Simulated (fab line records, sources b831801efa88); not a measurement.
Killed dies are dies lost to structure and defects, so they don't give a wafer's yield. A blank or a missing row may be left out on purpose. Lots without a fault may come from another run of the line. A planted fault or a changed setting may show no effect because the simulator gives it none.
Chamber matching | flow gf180mcu | GF_V5_CVD_02 on pecvd-02: 3 sister chambers
The step deposits SiO2 from TEOS, target thk 1450 nm, time 163.28 s. 16 wafers are shown with their chamber, then 8 later ones without.

WAFERS WITH THEIR CHAMBER
wafer  | chamber | heater_power_w (W)
L078.1 | 1       | 647
L078.2 | 0       | 696
L078.4 | 1       | 522
L079.1 | 0       | 774
L079.5 | 2       | 554
L079.6 | 1       | 654
L084.2 | 0       | 779
L084.4 | 2       | 543
L084.5 | 0       | 835
L086.1 | 2       | 709
L086.4 | 0       | 688
L086.6 | 1       | 658
L087.1 | 1       | 538
L087.2 | 0       | 826
L087.4 | 0       | 697
L088.3 | 0       | 804

SIGNATURES (means of the wafers above)
reading        | chamber 0 | chamber 1 | chamber 2 | scatter within a chamber
heater_power_w | 762.38    | 603.80    | 602.00    | 68.6
Rule: a wafer's distance from a chamber is the root of the sum, over the readings, of the square of ((its reading less the chamber's mean) divided by the reading's scatter). The wafer belongs to the nearest chamber; if the next one is less than 2 further off, it can't be placed. The scatter: the root of (the sum of the squares of (reading less its chamber's mean) over the shown wafers, divided by (wafers less chambers)).

WAFERS WITHOUT THEIR CHAMBER
wafer  | heater_power_w (W)
L088.4 | 648
L088.5 | 675
L090.2 | 712
L090.4 | 794
L090.6 | 678
L094.1 | 584
L094.5 | 841
L094.6 | 649

WHICH CHAMBER EACH WENT THROUGH
wafer  | from the rows above          | in truth
L088.4 | can't be placed: 1 or 2 or 0 | 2
L088.5 | can't be placed: 1 or 2 or 0 | 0
L090.2 | can't be placed: 0 or 1 or 2 | 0
L090.4 | 0                            | 0
L090.6 | can't be placed: 1 or 2 or 0 | 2
L094.1 | can't be placed: 2 or 1      | 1
L094.5 | 0                            | 0
L094.6 | can't be placed: 1 or 2 or 0 | 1
Placed correctly: 2 of 8. Can't be placed from these rows: 6 (the true chamber is among the candidates in 6). Placed wrongly: 0.
